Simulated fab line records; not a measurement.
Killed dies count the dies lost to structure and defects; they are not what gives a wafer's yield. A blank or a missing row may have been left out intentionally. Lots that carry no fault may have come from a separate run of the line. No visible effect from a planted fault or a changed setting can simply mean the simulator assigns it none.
One fault seen from 2 desks || flow gf180mcu || each desk holds nothing but its own numbers, with what lay behind them at the end

== METROLOGY DESK ==
What the gauges read for every lot (on any tool): the sampled wafers with a number, averaged. Marked OUT: a lot whose mean sits more than 4 standard deviations from the usual mean, which makes it out of limits; the brackets give that distance.
Columns: A = V4_CVD_02_THK at GF_V4_THK_MEAS_03, usual 855 nm
{"lot": "L265", "first seen here": "day 23 09:10", "A": 858}
{"lot": "L266", "first seen here": "day 23 19:20", "A": 847}
{"lot": "L267", "first seen here": "day 24 08:19", "A": 857}
{"lot": "L268", "first seen here": "day 24 11:45", "A": 859}
{"lot": "L269", "first seen here": "day 24 23:58", "A": 850}
{"lot": "L270", "first seen here": "day 25 04:23", "A": 867}
{"lot": "L271", "first seen here": "day 25 13:30", "A": 851}
{"lot": "L272", "first seen here": "day 26 11:05", "A": 863}
{"lot": "L274", "first seen here": "day 26 18:08", "A": 853}
{"lot": "L275", "first seen here": "day 27 05:31", "A": 859}
{"lot": "L278", "first seen here": "day 28 01:34", "A": 856}
{"lot": "L283", "first seen here": "day 29 07:04", "A": 862}
{"lot": "L286", "first seen here": "day 30 02:17", "A": 859}
{"lot": "L288", "first seen here": "day 30 14:47", "A": 849}
This desk found nothing out of limits on any of the 14 lots.

== DESK OF THE TOOL OWNER: wetBench-03 ==
The tool's own readings at GF_VT_IMPLANT_WET_ETCH_50 (etches SiO2 in dHF, target depth 20 nm, time 400 s): means of the sampled wafers that have a number, for each lot that ran on this tool. Marked OUT: a lot whose mean sits more than 4 standard deviations from the usual mean, which makes it out of limits; the brackets give that distance.
Columns: A = tempC at GF_VT_IMPLANT_WET_ETCH_50, usual 24.98 C
{"lot": "L265", "first seen here": "day 7 12:35", "A": 24.92}
{"lot": "L266", "first seen here": "day 7 21:14", "A": 25.05}
{"lot": "L267", "first seen here": "day 8 04:05", "A": 24.94}
{"lot": "L268", "first seen here": "day 8 10:23", "A": 24.87}
{"lot": "L275", "first seen here": "day 10 12:54", "A": 24.98}
{"lot": "L278", "first seen here": "day 11 06:32", "A": 24.98}
{"lot": "L283", "first seen here": "day 12 15:06", "A": 25.01}
This desk found nothing out of limits on any of the 7 lots.

== ALL TOGETHER ==
At the metrology desk, nothing out of limits was observed.
The tool owner's desk saw nothing out of limits.

== WHAT THE SIMULATOR PUT IN ==
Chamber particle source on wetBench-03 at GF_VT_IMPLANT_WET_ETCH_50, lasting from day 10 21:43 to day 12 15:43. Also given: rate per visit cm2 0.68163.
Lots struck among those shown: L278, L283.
